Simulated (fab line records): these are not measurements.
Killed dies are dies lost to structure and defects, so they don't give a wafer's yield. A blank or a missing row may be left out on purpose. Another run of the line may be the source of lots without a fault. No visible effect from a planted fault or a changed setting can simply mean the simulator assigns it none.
The tool behind it: which one? | flow sky130 | 10 lots, 30 wafers sampled, at 2 steps of a route of 708

== WHAT THE GAUGES READ, wafer by wafer ==
SKY_METAL1_CD_MEAS_15: the cd target is 140 nm.
lot  | measured     | on        | cd nm (nm)
L222 | day 34 23:41 | cd sem-01 | 141.9 140.6 141.8
L223 | day 35 09:37 | cd sem-02 | 140.4 140.4 140.6
L224 | day 35 11:20 | cd sem-02 | 139.0 138.6 137.4
L230 | day 37 03:14 | cd sem-02 | 139.1 137.9 139.6
L231 | day 37 08:45 | cd sem-02 | 141.5 140.6 142.0
L232 | day 37 19:40 | cd sem-01 | 139.8 138.1 139.2
L233 | day 37 22:45 | cd sem-01 | 138.6 138.3 139.0
L236 | day 38 23:16 | cd sem-02 | 140.7 138.9 140.0
L237 | day 39 03:54 | cd sem-02 | 140.5 143.1 142.3
L239 | day 39 13:49 | cd sem-01 | 139.4 137.2 138.2

== WHICH TOOL RAN EACH LOT (tool, then ch and the chambers of the sampled wafers, then the start) ==
lot  | SKY_METAL1_SPUTTER_01
L222 | pvd sputter-02, day 33 21:27
L223 | pvd sputter-03, day 34 07:01
L224 | pvd sputter-02, day 34 09:21
L230 | pvd sputter-04, day 36 01:25
L231 | pvd sputter-03, day 36 07:07
L232 | pvd sputter-02, day 36 17:16
L233 | pvd sputter-03, day 36 20:43
L236 | pvd sputter-02, day 37 22:10
L237 | pvd sputter-04, day 38 02:20
L239 | pvd sputter-03, day 38 13:17
- SKY_METAL1_SPUTTER_01: material TiN, target thk 20 nm, time 16.7 s.

== AS READ BY THE TOOLS THEMSELVES (means over the sampled wafers that have a number; for cases with no such wafer, the mark the record gives instead) ==
SKY_METAL1_SPUTTER_01.
lot  | tool           | throttle valve pct (%)
L222 | pvd sputter-02 | 30.0
L223 | pvd sputter-03 | 29.3
L224 | pvd sputter-02 | 29.4
L230 | pvd sputter-04 | 29.2
L231 | pvd sputter-03 | 29.1
L232 | pvd sputter-02 | 30.3
L233 | pvd sputter-03 | 29.2
L236 | pvd sputter-02 | 29.9
L237 | pvd sputter-04 | 29.9
L239 | pvd sputter-03 | 28.9

== THE ANSWER, worked out from the rows above alone ==
Rule: what is usual is taken from the lots themselves. The widest of any qualifying gaps counts: lots, ordered by their means at a reading, are off when they make up no more than a third of the lots, leave a main group of 4 or more, and stand apart from it by 3 or more times the standard deviation of that group's means. The tables above print the reading to a certain number of digits; a main group whose means all agree to those digits is not used. Also off: a lot with no number at a reading for which 4 or more lots have one. Where the step has rows for the other lots, those lots are counted as sound. First the gauges in route order, then the tools' own readings, where a lot's mean is used as printed above. The first step at which some lot is off is used, and at that step the reading that is off furthest; a lot without a number counts as furthest.
No lot is off on any of the readings shown, so nothing can be concluded from this.

== WHAT THE SIMULATOR PUT IN ==
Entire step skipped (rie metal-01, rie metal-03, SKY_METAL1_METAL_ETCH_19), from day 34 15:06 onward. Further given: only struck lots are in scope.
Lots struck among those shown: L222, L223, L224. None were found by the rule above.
